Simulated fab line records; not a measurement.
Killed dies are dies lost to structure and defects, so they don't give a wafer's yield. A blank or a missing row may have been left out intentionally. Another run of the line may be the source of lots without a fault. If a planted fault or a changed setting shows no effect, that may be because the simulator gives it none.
Comparing a struck lot with a sound one -- flow sky130 -- 15 out of 708 route steps
Sound: wafers L381.4, L381.5, L381.6. Struck: wafers L389.2, L389.3, L389.6. The cause comes at the end.
Each step with rows lists, per side, the tool, then ch with its chambers, then its first start. Under that, the readings that differ: sound wafers -- struck wafers -- difference of the means -- sigmas: that difference in standard deviations of wafers without a fault.
alike: readings whose means differ by less than 2 such deviations, and words and numbers that are the same on both sides. not compared: withheld readings, readings that some wafer has no value for, bounds like >300 that may hide the same value, and numbers for which the record gives no deviation and whose values overlap.
A row with sigmas, a row that says differs or no value, or rows on one side alone: a step with any of these is where the two part. Non-overlapping numbers with no deviation appear without sigmas and do not part them. Lack of a reading on every wafer of one side parts them only where that side has two or more wafers.

SKY_NWELL_TW_MEAS_15:
  sound on film-metro-02, day 5 10:42; struck on film-metro-02, day 7 08:16
  alike: NWELL_TW
then, 7 steps without rows for these wafers: SKY_NWELL_DEHYDRATE_16 (time 60 s); SKY_NWELL_HMDS_17 (prime time 60 s); SKY_NWELL_COAT_18 (resist thk 3000 nm); SKY_NWELL_SOFTBAKE_19; SKY_NWELL_EXPOSE_20 (exposes mask NWM COMPLEMENT, target cd 840 nm); SKY_NWELL_PEB_21; SKY_NWELL_DEVELOP_22 (develop time 60 s).
SKY_NWELL_OVL_MEAS_23:
  sound on overlay-02, day 6 04:08; struck on overlay-01, day 8 04:11
  alike: NWELL_01_OVL
following that, these wafers have no rows for 1 step: SKY_NWELL_IMPLANT_24.
SKY_NWELL_STRIP_25: strips in O2/N2.
  sound on plasma-asher-02 ch 0,1, day 6 04:20; struck on plasma-asher-01 ch 0,1, day 8 04:22
  alike: drypump-motor-current-A, oes-product-au, strip-time-to-endpoint-s
  not compared: rf-hours-counter-h
SKY_NWELL_TW_MEAS_26:
  sound on film-metro-01, day 6 04:26; struck on film-metro-04, day 8 04:29
  alike: NWELL_2_TW
SKY_NWELL_CLEAN_27: cleans in SC1/SC2, time 150 s.
  sound on wet-bench-04 ch 2, day 6 04:28; struck on wet-bench-04 ch 1, day 8 04:32
reading,sound,struck,difference,sigmas
run-length-s (s),181 181 181,116 116 116,-65,-18
  alike: bath-heat-duty-pct
SKY_NWELL_RTA_28: time 30 s.
  sound on rtp-anneal-02 ch 0, day 6 04:34; struck on rtp-anneal-01 ch 0, day 8 04:36
  alike: lamp-power-pct, wafer_temp_C_max
-- the record jumps here: 40 days lie between the struck wafers' starts before and after (it left off in module NWELL and takes up again in module PAD_OPEN, whose first step shown is number 708 of the route) --
SKY_PAD_OPEN_PROBE_99:
  sound on prober-01, day 46 06:49; struck on prober-01, day 48 10:32
reading,sound,struck,difference,sigmas
killed-at-contacts,21 29 34,16 18 13,-12,-3
  alike: killed_at_M0_to_M3, killed_at_M4_up, killed-at-front-end, killed-at-other, killed-dies, killed-open, killed-short

## WHERE THEY PART
Last at SKY_PAD_OPEN_PROBE_99 as far as this record goes, first at SKY_NWELL_CLEAN_27.

WHY: whatever the simulator had introduced
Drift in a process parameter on wet-bench-04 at SKY_NWELL_CLEAN_27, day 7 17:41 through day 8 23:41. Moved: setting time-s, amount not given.
